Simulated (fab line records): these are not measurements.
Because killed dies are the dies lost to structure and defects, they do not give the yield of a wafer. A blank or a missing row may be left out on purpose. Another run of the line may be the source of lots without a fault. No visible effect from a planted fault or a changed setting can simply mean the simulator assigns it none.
fab line records	flow gf180mcu
[record] lots = 15	wafers = 45	last-day = 34
route steps=602 shown M5@536 V5@555 PASSIVATION@589
lots that met no fault: from a run of the same line without faults
start-h: start of the lot's first displayed wafer, in hours after the record's first day	wait-h: time in hours since the lot's previous step	" repeats the value in the row above	L1.1+2: several wafers, shown together as one row	- either no value or no given start	* or withheld: withheld	< > ~ a bound
route shown NAME@n: a module of which the file shows steps, and the number in the route of the first	usual: mean/standard deviation taken from wafers without a fault	same: alike in all rows	chamber/n: place in a boat	sites: per-site readings	_std_site: standard deviation across them	_edge_site: mean of outer sites minus mean of inner sites	radius-mm: for every site, how far away it sits from the centre of the wafer	mask NAME#n: copy n	behind: the tool/chamber that last shaped the wafer	hold: the reason the lot was held/the length of the hold in hours/how it ended	device: transistor that didn't switch, given as n, p or np	end of line: the route-end tests of the same wafers	a step given without rows: its recipe and nothing more	killed: count of dies lost to structure and defects at first sort (not the wafer's yield)	map: a wafer's dies, marking killed ones x, the rest . and places with no die _
set.NAME: the setting the step ran with; set.NAME@STEP: the setting that earlier step ran with	model.NAME: the simulator's own value behind a step, which no gauge read
route steps across a sampled set of lots; one table per step, one row per wafer
services: when a tool's chamber went out of use (start-h, in hours from the record's first day, below 0 if earlier), for how many hours, and the reason
[[steps]]
[step GF_M5_METAL_ETCH_10]
[recipe] chemistry = Cl2/BCl3	mask-material = KrF	target-depth-nm = 627.5	stop-on = SiO2	pressure-mtorr = 8	icp-w = 800	bias-w = 140	Cl2_flow_sccm = 80	bcl3-flow-sccm = 40	time-s = 104.6
[usual] drypump-motor-current-A = 5.6/0.37	he-backside-leak-sccm = 3.21/0.3	oes-product-au = 0.969/0.0064	throttle-valve-pct = 28.255/0.0099
lot.wafer	tool	chamber	start-h	wait-h	drypump-motor-current-A	he-backside-leak-sccm	oes-product-au	rf-hours-counter-h	throttle-valve-pct
L732.2	rie-metal-04	0	605.27	0.0	5.5	3.11	0.964	3	28.261
L732.3	"	1	"	"	6.1	3.02	0.969	-	28.246
L732.4	"	0	"	"	5.5	3.01	0.971	-	28.249
L734.2	rie-metal-04	1	628.83	0.0	6.1	3.30	0.963	3	28.269
L734.4	"	1	"	"	6.1	3.34	0.955	-	28.258
L734.5	"	1	"	"	6.1	3.38	0.955	-	28.252
L737.2	rie-metal-02	0	653.91	0.0	5.3	3.18	0.961	-	28.242
L737.5	"	0	"	"	5.3	3.00	0.957	-	28.271
L737.6	"	0	"	"	5.3	3.11	0.966	-	28.247
L738.3	rie-metal-04	1	662.04	0.0	6.1	3.01	0.969	-	28.262
L738.4	"	0	"	"	5.5	3.19	0.968	-	28.239
L738.6	"	1	"	"	6.1	2.98	0.972	-	28.256
L739.3	rie-metal-02	0	666.03	0.1	5.3	3.06	0.978	-	28.245
L739.5	"	0	"	"	5.3	3.01	0.963	-	28.244
L739.6	"	0	"	"	5.3	3.14	0.965	-	28.245
L741.3	rie-metal-01	0	681.20	0.1	5.6	5.88	0.964	-	28.260
L741.4	"	0	"	"	5.6	2.96	0.971	-	28.246
L741.5	"	0	"	"	5.6	3.09	0.973	-	28.271
L744.1	rie-metal-02	0	703.03	0.0	5.3	3.16	0.983	13	28.236
L744.4	"	0	"	"	5.3	3.23	0.961	-	28.256
L744.6	"	0	"	"	5.3	2.95	0.975	-	28.236
L747.3	rie-metal-02	1	717.86	0.0	6.1	3.44	0.967	-	28.253
L747.4	"	0	"	"	5.3	3.12	0.972	-	28.258
L747.5	"	0	"	"	5.3	3.17	0.958	-	28.248
L749.2	rie-metal-04	0	729.92	0.0	5.5	3.14	0.970	8	28.253
L749.3	"	0	"	"	5.5	2.98	0.974	-	28.267
L749.6	"	1	"	"	6.1	3.30	0.973	-	28.261
L751.2	rie-metal-01	1	742.08	0.0	5.0	3.43	0.965	4	28.245
L751.3	"	1	"	"	5.0	3.69	0.973	-	28.262
L751.5	"	1	"	"	5.1	3.54	0.976	-	28.253
L750.2	rie-metal-01	0	748.08	0.0	5.6	2.88	0.973	1	28.260
L750.3	"	0	"	"	5.6	3.18	0.961	-	28.260
L750.4	"	1	"	"	5.0	3.55	0.957	-	28.252
L752.4	rie-metal-04	0	751.46	0.0	5.5	2.94	0.968	-	28.270
L752.5	"	1	"	"	6.1	3.10	0.976	-	28.252
L752.6	"	0	"	"	5.5	2.99	0.967	-	28.268
L753.1	rie-metal-02	1	753.86	0.0	6.1	3.29	0.972	5	28.242
L753.3	"	1	"	"	6.1	3.30	0.975	-	28.265
L753.4	"	1	"	"	6.1	3.38	0.969	-	28.255
L754.1	rie-metal-01	0	755.22	0.0	5.6	3.21	0.972	2	28.257
L754.3	"	1	"	"	5.0	3.21	0.963	-	28.265
L754.6	"	0	"	"	5.6	3.13	0.967	-	28.245
L755.3	rie-metal-02	1	765.70	0.1	6.1	3.31	0.983	-	28.259
L755.4	"	1	"	"	6.1	3.31	0.967	-	28.258
L755.5	"	1	"	"	6.1	3.36	0.973	-	28.265
[step GF_V5_OVL_MEAS_15]
[usual] V5_OVL = 4/5
lot.wafer	tool	chamber	start-h	wait-h	V5_OVL[nm]
L732.2	overlay-01	-	627.47	0.1	11
L732.3	"	-	"	"	8
L732.4	"	-	"	"	6
L734.2	overlay-01	-	650.05	0.1	7
L734.4	"	-	"	"	6
L734.5	"	-	"	"	8
L737.2	overlay-02	-	674.55	0.1	5
L737.5	"	-	"	"	10
L737.6	"	-	"	"	7
L738.3	overlay-02	-	683.22	0.1	5
L738.4	"	-	"	"	4
L738.6	"	-	"	"	5
L739.3	overlay-01	-	686.46	0.1	-3
L739.5	"	-	"	"	-2
L739.6	"	-	"	"	4
L741.3	overlay-01	-	701.68	0.1	9
L741.4	"	-	"	"	10
L741.5	"	-	"	"	4
L744.1	overlay-02	-	722.92	0.1	-1
L744.4	"	-	"	"	-1
L744.6	"	-	"	"	-8
L747.3	overlay-02	-	737.51	0.1	7
L747.4	"	-	"	"	5
L747.5	"	-	"	"	-1
L749.2	overlay-02	-	748.73	0.1	5
L749.3	"	-	"	"	9
L749.6	"	-	"	"	5
L751.2	overlay-01	-	760.46	0.1	-1
L751.3	"	-	"	"	1
L751.5	"	-	"	"	-4
L750.2	overlay-02	-	765.28	0.1	7
L750.3	"	-	"	"	6
L750.4	"	-	"	"	4
L752.4	overlay-02	-	768.52	0.1	7
L752.5	"	-	"	"	4
L752.6	"	-	"	"	9
L753.1	overlay-02	-	771.96	0.1	0
L753.3	"	-	"	"	8
L753.4	"	-	"	"	3
L754.1	overlay-02	-	772.96	0.1	7
L754.3	"	-	"	"	5
L754.6	"	-	"	"	9
L755.3	overlay-01	-	782.31	0.1	-5
L755.4	"	-	"	"	7
L755.5	"	-	"	"	-4
[step GF_PASSIVATION_CVD_02]
[recipe] material = Si3N4	target-thk-nm = 700	time-s = 486.18	temp-c = 400	rf-w = 450
[usual] heater-power-w = 708/93
lot.wafer	tool	chamber	start-h	wait-h	heater-power-w
L732.2	pecvd-02	1	650.49	0.0	656
L732.3	"	2	"	"	727
L732.4	"	1	"	"	736
L734.2	pecvd-02	0	672.62	0.0	770
L734.4	"	1	"	"	637
L734.5	"	2	"	"	636
L737.2	pecvd-04	0	697.00	0.0	515
L737.5	"	2	"	"	723
L737.6	"	1	"	"	641
L738.3	pecvd-01	2	704.35	0.0	876
L738.4	"	0	"	"	544
L738.6	"	2	"	"	894
L739.3	pecvd-04	0	710.05	0.0	448
L739.5	"	2	"	"	745
L739.6	"	0	"	"	480
L741.3	pecvd-01	0	722.20	0.0	633
L741.4	"	0	"	"	656
L741.5	"	1	"	"	713
L744.1	pecvd-04	1	743.14	0.1	749
L744.4	"	0	"	"	493
L744.6	"	1	"	"	634
L747.3	pecvd-01	1	757.23	0.2	681
L747.4	"	2	"	"	711
L747.5	"	2	"	"	780
L749.2	pecvd-02	2	768.25	0.0	755
L749.3	"	1	"	"	689
L749.6	"	1	"	"	750
L751.2	pecvd-02	1	778.54	0.0	667
L751.3	"	2	"	"	745
L751.5	"	0	"	"	732
L750.2	pecvd-04	0	782.47	0.0	512
L750.3	"	2	"	"	763
L750.4	"	2	"	"	789
L752.4	pecvd-02	1	787.94	0.2	747
L752.5	"	2	"	"	758
L752.6	"	0	"	"	705
L753.1	pecvd-01	0	790.99	0.1	556
L753.3	"	0	"	"	596
L753.4	"	2	"	"	861
L754.1	pecvd-02	2	792.05	0.1	675
L754.3	"	1	"	"	654
L754.6	"	1	"	"	684
L755.3	pecvd-01	0	802.00	0.2	677
L755.4	"	2	"	"	898
L755.5	"	0	"	"	545
[step GF_PASSIVATION_PEB_09]
[recipe] temp-c = 115	time-s = withheld
[usual] chill-plate-temp-C = 22.99/0.11	exhaust-pa = 44.9/0.97
lot.wafer	tool	chamber	start-h	wait-h	chill-plate-temp-C	exhaust-pa
L732.2	litho-track-03	0	669	-	22.90	44.6
L732.3	"	0	"	"	22.96	43.7
L732.4	"	0	"	"	23.00	45.1
L734.2	litho-track-04	0	691	-	22.96	45.0
L734.4	"	0	"	"	23.05	45.8
L734.5	"	0	"	"	23.15	43.9
L737.2	litho-track-04	-	715	-	-	-
L737.5	"	-	"	"	-	-
L737.6	"	-	"	"	-	-
L738.3	litho-track-04	-	722	-	-	-
L738.4	"	-	"	"	-	-
L738.6	"	-	"	"	-	-
L739.3	litho-track-03	-	728	-	-	-
L739.5	"	-	"	"	-	-
L739.6	"	-	"	"	-	-
L741.3	litho-track-04	0	738	-	23.21	44.7
L741.4	"	0	"	"	23.04	44.6
L741.5	"	0	"	"	23.13	46.1
L744.1	litho-track-01	0	759	-	23.09	43.3
L744.4	"	0	"	"	23.26	45.7
L744.6	"	0	"	"	23.07	43.4
L747.3	litho-track-04	0	772	-	23.05	43.9
L747.4	"	0	"	"	22.88	44.6
L747.5	"	0	"	"	22.98	43.9
L749.2	litho-track-03	0	782	-	23.04	43.7
L749.3	"	0	"	"	23.00	44.0
L749.6	"	0	"	"	22.79	44.3
L751.2	litho-track-04	0	792	-	22.91	46.2
L751.3	"	0	"	"	22.92	45.4
L751.5	"	0	"	"	23.05	44.8
L750.2	litho-track-04	0	797	-	22.97	44.1
L750.3	"	0	"	"	22.90	44.5
L750.4	"	0	"	"	22.86	43.7
L752.4	litho-track-01	0	802	-	23.22	43.4
L752.5	"	0	"	"	23.06	44.7
L752.6	"	0	"	"	23.11	45.5
L753.1	litho-track-01	0	805	-	23.10	44.6
L753.3	"	0	806	-	23.01	45.0
L753.4	"	0	"	"	22.89	45.4
L754.1	litho-track-04	0	806	-	23.14	46.1
L754.3	"	0	"	"	23.10	45.9
L754.6	"	0	807	-	23.21	45.9
L755.3	litho-track-03	0	816	-	22.73	45.2
L755.4	"	0	"	"	22.74	43.8
L755.5	"	0	"	"	22.88	44.2
[[services]]
tool	chamber	start-h	hours	kind
pecvd-02	-	591.12	14.0	pm
pecvd-02	0	591.12	14.0	vent-cycle
pecvd-02	1	591.12	14.0	vent-cycle
pecvd-02	2	591.12	14.0	vent-cycle
pecvd-01	-	594.94	0.8	pm
pecvd-02	0	605.12	-	clean
pecvd-02	1	605.12	-	clean
pecvd-02	2	605.12	-	clean
pecvd-04	1	610.34	4.3	repair
pecvd-04	-	611.30	5.6	repair
rie-metal-02	1	621.68	44.6	repair
rie-metal-01	-	683.46	1.4	pm
rie-metal-02	1	688.08	20.6	repair
pecvd-04	-	733.63	1.7	repair
rie-metal-02	0	741.74	-	clean
rie-metal-02	0	741.74	25.2	scheduled-down
pecvd-01	0	749.06	20.9	repair
pecvd-04	-	754.48	1.6	repair
rie-metal-04	1	755.50	5.4	repair
rie-metal-02	1	778.99	16.5	repair
pecvd-01	1	790.94	13.4	repair
pecvd-02	-	797.29	4.3	pm
pecvd-04	-	799.38	14.0	pm
rie-metal-02	-	811.73	2.8	pm
[[key]]
[first-sign] step = GF_PASSIVATION_PEB_09	reading = tool-record	direction = missing
effect none on later readings
met-at GF_PASSIVATION_PEB_09
struck-lots L737,L738,L739
sort-left-out L737.2,L737.5,L737.6,L738.3,L738.4,L738.6,L739.3,L739.5,L739.6
not-acting-at GF_M5_METAL_ETCH_10,GF_V5_OVL_MEAS_15,GF_PASSIVATION_CVD_02
onset-between 691 715
[fault] kind = skipped-step-whole	tool = litho-track-03,litho-track-04	chamber = -	onset-h = 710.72	steps = GF_PASSIVATION_PEB_09	scope = struck-lots-only
// sort-left-out: the simulated sort isn't trusted on such a fault, so these wafers' sort isn't shown, and their yield isn't known
